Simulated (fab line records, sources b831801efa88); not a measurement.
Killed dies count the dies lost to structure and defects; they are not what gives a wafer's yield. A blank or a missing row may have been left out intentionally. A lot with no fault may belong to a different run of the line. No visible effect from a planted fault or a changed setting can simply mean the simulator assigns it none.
8D (eight disciplines) problem report, filled in by code :: flow sky130 :: the parts of the form that need people (team, actions taken, sign-off) are left out

## 1. WHAT IS WRONG
At SKY_PAD_OPEN_PROBE_99, killed_at_M4_up averages 29.5 over 6 wafers from 2 lots, while fault-free wafers read 2.8, standard deviation 1.9. That is +14 standard deviations from the usual mean.
The first sign was on wafer L998.1 at day 49 19:14, on prober-01. Wafers with a number at this step in the record: 36, from 12 lots. Rule for "out" (also "out of limits"): further than 4 standard deviations from the usual mean. The other wafers with a number count as sound.

## 2. WHAT THIS IS AND IS NOT
question: which readings at this step
is: killed_at_M4_up
is not: killed_at_M0_to_M3, killed at contacts, killed at front end, killed at other, killed short, sort_bin_6_memory

question: which lots
is: L102, L998
is not: L100, L107, L984, L985, L988, L989, L990, L991, L993, L996

question: which wafers of those lots
is: all that have a number
is not: -

question: read on which tools
is: prober-01
is not: prober-02

question: when
is: from day 49 19:14
is not: up to then (24 sound wafers); but 6 sound wafers of L100, L107 came after

## 3. SUSPECTS, AND WHAT RULES EACH OUT
Counting: any tool at a process step up to the reading is kept as a suspect provided that every lot that is out went through it and no sound lot did after the first of them.
- plasma asher-03 at SKY_VIA4_STRIP_13 (strips in O2/N2): kept. Every lot that is out went through it, starting with L998 (day 47 06:18), and after that it ran no sound lot; the last sound lot it ran before then is L996 (day 46 16:12).
- plasma asher-04 at SKY_METAL5_STRIP_16 (strips in O2/N2): kept. Every lot that is out went through it, starting with L998 (day 48 03:41), and after that it ran no sound lot; the last sound lot it ran before then is L993 (day 46 16:42).
- pecvd-01 at SKY_PASSIVATION_CVD_02 (deposits Si3N4, target thk 540 nm): kept. Every lot that is out went through it, starting with L998 (day 48 04:21), and after that it ran no sound lot; the last sound lot it ran before then is L996 (day 47 15:47).
- prober-01 at SKY_PAD_OPEN_PROBE_99: ruled out as a lasting fault. After its first lot that is out, L998 (day 49 19:14), sound lots L100 ran on it.
After the count, these remain: plasma asher-03 at SKY_VIA4_STRIP_13, plasma asher-04 at SKY_METAL5_STRIP_16 and pecvd-01 at SKY_PASSIVATION_CVD_02.

## 4. THE CAUSE (what the simulator had put in)
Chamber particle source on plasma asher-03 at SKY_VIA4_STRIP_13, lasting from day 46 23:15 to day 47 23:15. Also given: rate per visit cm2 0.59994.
Of the 3 suspects that counting leaves, this tool is one.

## 5. THE EFFECT CHAIN, in route order
Each row: a reading whose mean over the struck wafers that have a number lies more than 3 standard deviations from the usual. Only readings for which the record gives a usual standard deviation are gone through. hours: the time from each lot's start at the first step in this table that gives one to its start at this step, as a median over the lots. sigmas: the change in usual standard deviations.
hours: 0
step: SKY_PAD_OPEN_PROBE_99
reading: defect limited yield
usual: 82.4 %
on struck wafers: 76.7
change: -5.8
sigmas: -3.0

hours: 0
step: SKY_PAD_OPEN_PROBE_99
reading: killed_at_M4_up
usual: 2.8
on struck wafers: 29.5
change: +26.7
sigmas: +14

hours: 0
step: SKY_PAD_OPEN_PROBE_99
reading: sort_bin_3_pad_short
usual: 0.9 %
on struck wafers: 2.2
change: +1.3
sigmas: +3.2

hours: 0
step: SKY_PAD_OPEN_PROBE_99
reading: sort yield pct
usual: 82.4 %
on struck wafers: 76.7
change: -5.8
sigmas: -3.0
It contains these process steps:
- SKY_PAD_OPEN_PROBE_99

## 6. HOW IT WOULD HAVE BEEN CAUGHT EARLIER
In this record no reading fell out of limits until day 49 19:14, 68 hours after the fault had begun at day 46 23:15.
Of the tool readings at SKY_VIA4_STRIP_13 for which the record gives a usual standard deviation, none was out on any struck wafer, so an alarm limit of 4 standard deviations on them would not have fired.
By day 49 19:14, every lot that is out (2) had started SKY_VIA4_STRIP_13 on plasma asher-03. A hold on the tool at that time would have spared none of them.
